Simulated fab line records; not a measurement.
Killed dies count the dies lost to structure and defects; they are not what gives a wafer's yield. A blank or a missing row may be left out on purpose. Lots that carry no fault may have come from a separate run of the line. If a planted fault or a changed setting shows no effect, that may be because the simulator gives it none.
Problem report, 8D (eight disciplines) form, completed by code -- flow sky130 -- the parts of the form that need people (team, actions taken, sign-off) are left out

1. WHAT WENT WRONG
strip time to endpoint s at SKY_SONOS_ONO_STRIP_17 reads a mean of 14.29 s on 1 wafer of 1 lot; wafers without a fault read 14.11 s with a standard deviation of 0.041. That is +4.4 standard deviations from the usual mean.
The step: strips in O2/N2.
First observed at day 18 17:41: wafer L522.3, on plasma asher-02. The record holds 32 wafers of 11 lots with a number at this step. Rule for "out", or "out of limits": more than 4 standard deviations from the usual mean. Any other wafer with a number is counted as sound.

2. WHAT IT IS, WHAT IT ISN'T
question,is,is not
which readings at this step,strip time to endpoint s,"drypump motor current A, oes product au"
which lots,L522,"L504, L506, L507, L508, L509, L511, L513, L514, L515, L526"
which wafers of those lots,L522.3,L522.4
read on which tools,plasma asher-02,"plasma asher-01, plasma asher-04"
when,from day 18 17:41,up to then (28 sound wafers); but 3 sound wafers of L526 came after

3. WHAT RULES OUT EACH SUSPECT
Counting: if a tool at a process step up to the reading ran every lot that is out, it stays a suspect. Sound lots after the first of them don't rule it out here, since some wafers of a struck lot are sound.
- rie diel-01 at SKY_SONOS_ONO_ETCH_15 (etches the open film in CHF3/O2, target depth 19.52 nm, time 7.8 s): kept. It processed L522, the lot that is out, at day 18 17:33, and its most recent sound lot before then was L514 at day 15 17:45.
- plasma asher-02 at SKY_SONOS_ONO_STRIP_17 (strips in O2/N2): kept. It processed L522, the lot that is out, at day 18 17:41, and its most recent sound lot before then was L514 at day 15 17:52. On those wafers its own readings are out: strip time to endpoint s.
- The sound lot-mates ran in chamber 1 of rie diel-01 at SKY_SONOS_ONO_ETCH_15, but the wafers that are out ran in chamber 3.
- The sound lot-mates ran in chamber 0 of plasma asher-02 at SKY_SONOS_ONO_STRIP_17, but the wafers that are out ran in chamber 1.
Left after counting: rie diel-01 at SKY_SONOS_ONO_ETCH_15, plasma asher-02 at SKY_SONOS_ONO_STRIP_17.

4. THE CAUSE (what the simulator had put in)
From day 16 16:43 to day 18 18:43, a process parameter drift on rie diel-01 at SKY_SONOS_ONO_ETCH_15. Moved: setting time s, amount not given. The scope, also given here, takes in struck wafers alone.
This tool is one of the 2 suspects left after counting.

5. THE EFFECT CHAIN, in route order
Rows list readings where the struck wafers' mean (over those with a number) sits beyond 3 standard deviations from the usual. Readings are gone through only where the record gives a usual standard deviation; hours: the median, over the lots, of the time from a lot's start at the first step in this table giving one to that lot's start at this step; sigmas: the change measured in usual standard deviations.
hours,step,reading,usual,on struck wafers,change,sigmas
0,SKY_SONOS_ONO_STRIP_17,strip time to endpoint s,14.11 s,14.29,+0.18,+4.4
Here are the process steps it includes:
- SKY_SONOS_ONO_STRIP_17: strips in O2/N2.
Readings that are blank on the struck wafers while sound wafers have them: bias w at SKY_SONOS_ONO_ETCH_15; rf fwd power W at SKY_SONOS_ONO_ETCH_15.

6. HOW IT WOULD HAVE BEEN CAUGHT EARLIER
In this record no reading fell out of limits until day 18 17:41, 49 hours after the fault had begun at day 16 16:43.
Each of the lots that are out, 1 in all, had begun SKY_SONOS_ONO_ETCH_15 on rie diel-01 no later than day 18 17:41. Had the tool been put on hold then, not one of them would have been saved.
